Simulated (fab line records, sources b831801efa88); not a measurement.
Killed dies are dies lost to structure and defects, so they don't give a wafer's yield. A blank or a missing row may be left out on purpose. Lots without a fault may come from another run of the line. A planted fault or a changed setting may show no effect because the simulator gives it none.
A struck lot beside a sound one | flow sky130 | 31 steps out of a route of 708
Sound: wafers L165.1, L165.2, L165.5. Struck: wafers L171.2, L171.3, L171.6. The cause comes at the end.
At each step with rows: each side's tool, then ch and its chambers, then its first start. Under that, the readings that differ: sound wafers | struck wafers | difference of the means | sigmas: that difference in standard deviations of wafers without a fault.
alike: readings whose means differ by less than 2 such deviations, and words and numbers that are the same on both sides. not compared: withheld readings, readings that some wafer has no value for, bounds like >300 that may hide the same value, and numbers for which the record gives no deviation and whose values overlap.
The two part at a step that has a row with sigmas, a row that says differs or no value, or rows on one side only. Numbers that don't overlap but have no deviation are shown without sigmas and don't part them. A reading that every wafer of one side lacks parts them only if that side has two wafers or more.

first, 4 steps without rows for these wafers: SKY_LOCAL_INTERCONNECT_SOFTBAKE_07 (time 90 s); SKY_LOCAL_INTERCONNECT_EXPOSE_08 (exposes mask LI1M, target cd 170 nm); SKY_LOCAL_INTERCONNECT_PEB_09; SKY_LOCAL_INTERCONNECT_DEVELOP_10 (develop time 60 s).
SKY_LOCAL_INTERCONNECT_CD_MEAS_11: target cd 170 nm.
  sound on cd_sem-02, day 31 03:14; struck on cd_sem-01, day 33 20:05
  alike: cd_nm
SKY_LOCAL_INTERCONNECT_OVL_MEAS_12:
  sound on overlay-02, day 31 03:21; struck on overlay-02, day 33 20:11
  reading                     | sound  | struck  | difference | sigmas
  LOCAL_INTERCONNECT_OVL (nm) | 1 2 -3 | 14 9 15 | +13        | +2
SKY_LOCAL_INTERCONNECT_ETCH_13: etches BARC in N2/H2, stops on SiO2, time 45.9 s, target depth 60 nm.
  sound on rie_metal-01 ch 0,1, day 31 03:23; struck on rie_metal-01 ch 0,1, day 33 20:13
  alike: drypump_motor_current_A, oes_product_au, throttle_valve_pct
  not compared: rf_hours_counter_h
SKY_LOCAL_INTERCONNECT_METAL_ETCH_14: etches TiN in Cl2/BCl3, stops on PSG, target depth 110 nm, time 31.4 s.
  sound on rie_metal-01 ch 0,1, day 31 03:27; struck on rie_metal-01 ch 0,1, day 33 20:17
  alike: drypump_motor_current_A, oes_product_au, throttle_valve_pct
  not compared: rf_hours_counter_h
SKY_LOCAL_INTERCONNECT_STRIP_15: strips in O2/N2.
  sound on plasma_asher-01 ch 0,1, day 31 03:31; struck on plasma_asher-04 ch 0,1, day 33 20:20
  alike: drypump_motor_current_A, oes_product_au, strip_time_to_endpoint_s
  not compared: rf_hours_counter_h
then, 3 steps without rows for these wafers: SKY_LOCAL_INTERCONNECT_STRIP_16 (strips in post etch residue remover, time 1200 s); SKY_LOCAL_INTERCONNECT_CLEAN_17 (cleans in IPA, time 180 s); SKY_LOCAL_INTERCONNECT_CLEAN_18 (cleans in O3/DIW).
SKY_CONTACT_CVD_00: deposits Si3N4, target thk 75 nm.
  sound on pecvd-04 ch 0,1,2, day 31 04:10; struck on pecvd-03 ch 0,1,2, day 33 20:56
  no value came back on the struck wafers for heater_power_outer_w (W), heater_power_w (W); on the sound wafers heater_power_outer_w (W) reads 461 484 406
then, 1 step without rows for these wafers: SKY_CONTACT_HDPCVD_02 (deposits SiO2, target thk 565 nm, time 94.2 s).
SKY_CONTACT_CMP_04: polishes SiO2.
  sound on cmp-01 ch 2,3, day 31 04:26; struck on cmp-02 ch 0,2,3, day 33 21:21
  alike: motor_current_A
SKY_CONTACT_BOW_MEAS_05:
  sound on film_metro-04, day 31 04:41; struck on film_metro-03, day 33 21:34
  alike: CONTACT_BOW
then, 8 steps without rows for these wafers: SKY_CONTACT_DEHYDRATE_06 (time 60 s); SKY_CONTACT_HMDS_07 (prime time 60 s); SKY_CONTACT_COAT_08 (resist thk 60 nm); SKY_CONTACT_COAT_09 (resist thk 450 nm); SKY_CONTACT_SOFTBAKE_10 (time 90 s); SKY_CONTACT_EXPOSE_11 (exposes mask CTM1, target cd 170 nm); SKY_CONTACT_PEB_12; SKY_CONTACT_DEVELOP_13 (develop time 60 s).
SKY_CONTACT_CD_MEAS_14: target cd 170 nm.
  sound on cd_sem-02, day 32 07:52; struck on cd_sem-02, day 34 23:53
  alike: cd_nm
SKY_CONTACT_OVL_MEAS_15:
  sound on overlay-01, day 32 07:59; struck on overlay-02, day 34 23:59
  alike: CONTACT_OVL
then, 2 steps without rows for these wafers: SKY_CONTACT_ETCH_16 (etches BARC in N2/H2, stops on SiO2, time 45.9 s, target depth 60 nm); SKY_CONTACT_ETCH_17 (etches SiO2 in C4F8/O2/Ar, stops on Si3N4, target depth 340 nm).
SKY_CONTACT_ETCH_18: etches Si3N4 in CHF3/O2, stops on TiN, time 39 s, target depth 75 nm.
  sound on rie_diel-03 ch 0,1,3; struck on rie_diel-01 ch 0,2
  reading                  | sound             | struck            | difference | sigmas
  oes_product_au (a.u.)    | 0.846 0.854 0.866 | 0.370 0.378 0.380 | -0.479     | -59
  throttle_valve_pct (%)   | 8.778 8.785 8.791 | 8.674 8.682 8.659 | -0.113     | -13
  model.etch.depth_nm (nm) | 73.26 74.09 76.19 | 0 0 0             | -75        |
  alike: O2_flow_sccm, drypump_motor_current_A
  not compared: rf_hours_counter_h
SKY_CONTACT_STRIP_19: strips in O2/N2.
  sound on plasma_asher-02 ch 0,1, day 32 08:09; struck on plasma_asher-04 ch 0,1, day 35 00:08
  alike: drypump_motor_current_A, oes_product_au, strip_time_to_endpoint_s
  not compared: rf_hours_counter_h
-- the record jumps here: 13 days lie between the struck wafers' starts before and after (it left off in module CONTACT and takes up again in module PAD_OPEN, whose first step shown is number 708 of the route) --
SKY_PAD_OPEN_PROBE_99:
  sound on prober-02, day 46 08:22; struck on prober-02, day 48 07:50
  reading            | sound    | struck      | difference | sigmas
  killed_at_contacts | 18 20 22 | 434 427 433 | +411       | +81
  killed_dies        | 82 85 85 | 492 492 492 | +408       | +46
  killed_on_rim      | 15 16 21 | 96 96 96    | +79        | +20
  alike: killed_at_M0_to_M3, killed_at_M4_up, killed_at_front_end, killed_at_other, killed_open, killed_short

WHERE THEY PART
First at SKY_LOCAL_INTERCONNECT_OVL_MEAS_12; last, within this record, at SKY_PAD_OPEN_PROBE_99.

WHY: what the simulator had put in
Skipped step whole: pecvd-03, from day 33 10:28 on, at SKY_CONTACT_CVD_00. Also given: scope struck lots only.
